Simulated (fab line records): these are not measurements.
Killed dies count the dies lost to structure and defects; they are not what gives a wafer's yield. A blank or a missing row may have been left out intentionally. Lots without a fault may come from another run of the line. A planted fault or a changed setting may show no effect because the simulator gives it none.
The tool behind it: which one? || flow sky130 || Sampling: 12 lots, 36 wafers, 4 of 708 route steps

## WHAT THE GAUGES READ, wafer by wafer
SKY_SD_P_OVL_MEAS_08. Usual: for SD_P_OVL the level is 0.1 nm and the standard deviation is 1.4.
{"lot": "L758", "measured": "day 25 07:28", "on": "overlay-01", "SD_P_OVL (nm)": "-3.0 -2.3 -1.2", "flag": ""}
{"lot": "L759", "measured": "day 26 00:36", "on": "overlay-01", "SD_P_OVL (nm)": "-0.8 0.5 -1.7", "flag": ""}
{"lot": "L764", "measured": "day 28 04:55", "on": "overlay-01", "SD_P_OVL (nm)": "-0.7 -0.7 0.5", "flag": ""}
{"lot": "L768", "measured": "day 29 13:07", "on": "overlay-01", "SD_P_OVL (nm)": "0.2 -1.2 -0.2", "flag": ""}
{"lot": "L770", "measured": "day 30 00:12", "on": "overlay-02", "SD_P_OVL (nm)": "2.9 2.4 1.3", "flag": ""}
{"lot": "L771", "measured": "day 30 06:29", "on": "overlay-02", "SD_P_OVL (nm)": "1.0 2.4 1.3", "flag": ""}
{"lot": "L773", "measured": "day 30 22:16", "on": "overlay-01", "SD_P_OVL (nm)": "1.6 1.1 1.3", "flag": ""}
{"lot": "L775", "measured": "day 31 08:29", "on": "overlay-02", "SD_P_OVL (nm)": "-0.6 -0.1 -0.7", "flag": ""}
{"lot": "L776", "measured": "day 31 22:02", "on": "overlay-01", "SD_P_OVL (nm)": "-0.5 -0.6 -0.8", "flag": ""}
{"lot": "L777", "measured": "day 32 03:11", "on": "overlay-02", "SD_P_OVL (nm)": "0.9 -0.4 1.1", "flag": ""}
{"lot": "L779", "measured": "day 32 18:25", "on": "overlay-01", "SD_P_OVL (nm)": "-1.6 -2.9 -0.4", "flag": ""}
{"lot": "L781", "measured": "day 33 05:44", "on": "overlay-01", "SD_P_OVL (nm)": "2.2 2.6 0.9", "flag": ""}

SKY_SD_N_RS_MEAS_16: uses a four-point probe to measure. Usual: for SD_N_RS the level is 68.54 ohm/sq and the standard deviation is 0.11.
{"lot": "L758", "measured": "day 27 19:05", "on": "film metro-04", "SD_N_RS (ohm/sq)": "65.72 65.88 65.88 65.87 65.87 65.92", "flag": "OFF"}
{"lot": "L759", "measured": "day 28 11:30", "on": "film metro-01", "SD_N_RS (ohm/sq)": "68.54 68.45 68.46", "flag": ""}
{"lot": "L764", "measured": "day 30 14:59", "on": "film metro-01", "SD_N_RS (ohm/sq)": "65.93 66.00 65.86 65.77 65.88 65.93", "flag": "OFF"}
{"lot": "L768", "measured": "day 31 22:30", "on": "film metro-01", "SD_N_RS (ohm/sq)": "65.88 65.82 65.94 65.79 65.89 65.82", "flag": "OFF"}
{"lot": "L770", "measured": "day 32 09:22", "on": "film metro-03", "SD_N_RS (ohm/sq)": "68.59 68.46 68.51", "flag": ""}
{"lot": "L771", "measured": "day 32 14:42", "on": "film metro-01", "SD_N_RS (ohm/sq)": "68.70 68.45 68.49", "flag": ""}
{"lot": "L773", "measured": "day 33 04:38", "on": "film metro-04", "SD_N_RS (ohm/sq)": "68.65 68.42 68.58", "flag": ""}
{"lot": "L775", "measured": "day 33 14:49", "on": "film metro-01", "SD_N_RS (ohm/sq)": "68.61 68.61 68.64", "flag": ""}
{"lot": "L776", "measured": "day 34 03:42", "on": "film metro-04", "SD_N_RS (ohm/sq)": "68.54 68.55 68.52", "flag": ""}
{"lot": "L777", "measured": "day 34 08:45", "on": "film metro-01", "SD_N_RS (ohm/sq)": "68.72 68.52 68.40", "flag": ""}
{"lot": "L779", "measured": "day 35 00:52", "on": "film metro-01", "SD_N_RS (ohm/sq)": "68.49 68.61 68.41", "flag": ""}
{"lot": "L781", "measured": "day 35 10:56", "on": "film metro-01", "SD_N_RS (ohm/sq)": "68.62 68.57 68.48", "flag": ""}

## WHICH TOOL RAN EACH LOT (tool, then ch and the chambers of the sampled wafers, then the start)
{"lot": "L758", "SKY_POLY_CUT_STRIP_12": "plasma asher-04 ch 0,1, day 24 02:04", "SKY_SD_N_IMPLANT_10": "implanter-01 ch 0, day 27 18:14"}
{"lot": "L759", "SKY_POLY_CUT_STRIP_12": "plasma asher-04 ch 0, day 24 19:02", "SKY_SD_N_IMPLANT_10": "implanter-01 ch 0, day 28 10:58"}
{"lot": "L764", "SKY_POLY_CUT_STRIP_12": "plasma asher-02 ch 0,1, day 26 23:31", "SKY_SD_N_IMPLANT_10": "implanter-04 ch 0, day 30 14:05"}
{"lot": "L768", "SKY_POLY_CUT_STRIP_12": "plasma asher-01 ch 0,1, day 28 09:06", "SKY_SD_N_IMPLANT_10": "implanter-02 ch 0, day 31 21:31"}
{"lot": "L770", "SKY_POLY_CUT_STRIP_12": "plasma asher-02 ch 0,1, day 28 19:27", "SKY_SD_N_IMPLANT_10": "implanter-02 ch 0, day 32 08:50"}
{"lot": "L771", "SKY_POLY_CUT_STRIP_12": "plasma asher-04 ch 0,1, day 29 02:11", "SKY_SD_N_IMPLANT_10": "implanter-04 ch 0, day 32 14:10"}
{"lot": "L773", "SKY_POLY_CUT_STRIP_12": "plasma asher-02 ch 0,1, day 29 18:29", "SKY_SD_N_IMPLANT_10": "implanter-02 ch 0, day 33 04:07"}
{"lot": "L775", "SKY_POLY_CUT_STRIP_12": "plasma asher-01 ch 0,1, day 30 04:36", "SKY_SD_N_IMPLANT_10": "implanter-01 ch 0, day 33 14:17"}
{"lot": "L776", "SKY_POLY_CUT_STRIP_12": "plasma asher-04 ch 0,1, day 30 18:16", "SKY_SD_N_IMPLANT_10": "implanter-02 ch 0, day 34 03:10"}
{"lot": "L777", "SKY_POLY_CUT_STRIP_12": "plasma asher-01 ch 0,1, day 30 23:55", "SKY_SD_N_IMPLANT_10": "implanter-04 ch 0, day 34 08:13"}
{"lot": "L779", "SKY_POLY_CUT_STRIP_12": "plasma asher-02 ch 0,1, day 31 15:11", "SKY_SD_N_IMPLANT_10": "implanter-04 ch 0, day 35 00:20"}
{"lot": "L781", "SKY_POLY_CUT_STRIP_12": "plasma asher-04 ch 0,1, day 32 03:31", "SKY_SD_N_IMPLANT_10": "implanter-04 ch 0, day 35 10:25"}
- SKY_POLY_CUT_STRIP_12: strips in O2/N2.
- SKY_SD_N_IMPLANT_10

## AS READ BY THE TOOLS THEMSELVES (means over the sampled wafers that have a number; for cases with no such wafer, the mark the record gives instead)
SKY_POLY_CUT_STRIP_12. Usual: drypump motor current A 5.71 A, standard deviation 0.27; n2 flow sccm 300.0 sccm, standard deviation 0.92; o2 flow sccm 2999 sccm, standard deviation 8.7; oes product au 0.452 a.u., standard deviation 0.0043; strip time to endpoint s 5.356 s, standard deviation 0.016.
{"lot": "L758", "tool": "plasma asher-04", "drypump motor current A (A)": 5.72, "n2 flow sccm (sccm)": 299.6, "o2 flow sccm (sccm)": 2997, "oes product au (a.u.)": 0.452, "strip time to endpoint s (s)": 5.356, "flag": ""}
{"lot": "L759", "tool": "plasma asher-04", "drypump motor current A (A)": 5.63, "n2 flow sccm (sccm)": 300.0, "o2 flow sccm (sccm)": 2983, "oes product au (a.u.)": 0.455, "strip time to endpoint s (s)": 5.370, "flag": ""}
{"lot": "L764", "tool": "plasma asher-02", "drypump motor current A (A)": 5.53, "n2 flow sccm (sccm)": 299.6, "o2 flow sccm (sccm)": 2993, "oes product au (a.u.)": 0.451, "strip time to endpoint s (s)": 5.351, "flag": ""}
{"lot": "L768", "tool": "plasma asher-01", "drypump motor current A (A)": 5.82, "n2 flow sccm (sccm)": 299.4, "o2 flow sccm (sccm)": 3003, "oes product au (a.u.)": 0.453, "strip time to endpoint s (s)": 5.349, "flag": ""}
{"lot": "L770", "tool": "plasma asher-02", "drypump motor current A (A)": 5.49, "n2 flow sccm (sccm)": 300.3, "o2 flow sccm (sccm)": 2993, "oes product au (a.u.)": 0.454, "strip time to endpoint s (s)": 5.381, "flag": ""}
{"lot": "L771", "tool": "plasma asher-04", "drypump motor current A (A)": 5.83, "n2 flow sccm (sccm)": 299.6, "o2 flow sccm (sccm)": 3006, "oes product au (a.u.)": 0.452, "strip time to endpoint s (s)": 5.348, "flag": ""}
{"lot": "L773", "tool": "plasma asher-02", "drypump motor current A (A)": 5.50, "n2 flow sccm (sccm)": 299.8, "o2 flow sccm (sccm)": 3004, "oes product au (a.u.)": 0.452, "strip time to endpoint s (s)": 5.355, "flag": ""}
{"lot": "L775", "tool": "plasma asher-01", "drypump motor current A (A)": 6.09, "n2 flow sccm (sccm)": 300.3, "o2 flow sccm (sccm)": 2992, "oes product au (a.u.)": 0.453, "strip time to endpoint s (s)": 5.355, "flag": ""}
{"lot": "L776", "tool": "plasma asher-04", "drypump motor current A (A)": 5.73, "n2 flow sccm (sccm)": 300.0, "o2 flow sccm (sccm)": 2997, "oes product au (a.u.)": 0.448, "strip time to endpoint s (s)": 5.363, "flag": ""}
{"lot": "L777", "tool": "plasma asher-01", "drypump motor current A (A)": 6.08, "n2 flow sccm (sccm)": 301.2, "o2 flow sccm (sccm)": 3000, "oes product au (a.u.)": 0.453, "strip time to endpoint s (s)": 5.344, "flag": ""}
{"lot": "L779", "tool": "plasma asher-02", "drypump motor current A (A)": 5.47, "n2 flow sccm (sccm)": 299.9, "o2 flow sccm (sccm)": 2997, "oes product au (a.u.)": 0.449, "strip time to endpoint s (s)": 5.372, "flag": ""}
{"lot": "L781", "tool": "plasma asher-04", "drypump motor current A (A)": 5.83, "n2 flow sccm (sccm)": 300.4, "o2 flow sccm (sccm)": 3002, "oes product au (a.u.)": 0.452, "strip time to endpoint s (s)": 5.349, "flag": ""}

## THE ANSWER, worked out from the rows above alone
Rule: a lot is off if the mean of its wafers that have a number lies more than 3 standard deviations from the usual mean. A lot without any number at a reading at which 4 lots or more have one is off too. The other lots that the step has rows for count as sound. Order of review: gauges by route order, followed by the tools' own readings, for which a lot's mean as printed above is used. The first step at which some lot is off is used, and at that step the reading that is off furthest; a lot without a number counts as furthest.
Off: at SKY_SD_N_RS_MEAS_16 (SD_N_RS), L758, L764, L768.
A tool fits if, at a process step before that reading, it ran every lot that is off, and no sound lot after the first of them. The gauges at SKY_SD_N_RS_MEAS_16 are tried like those tools. None of those tried fits.

## WHAT THE SIMULATOR PUT IN
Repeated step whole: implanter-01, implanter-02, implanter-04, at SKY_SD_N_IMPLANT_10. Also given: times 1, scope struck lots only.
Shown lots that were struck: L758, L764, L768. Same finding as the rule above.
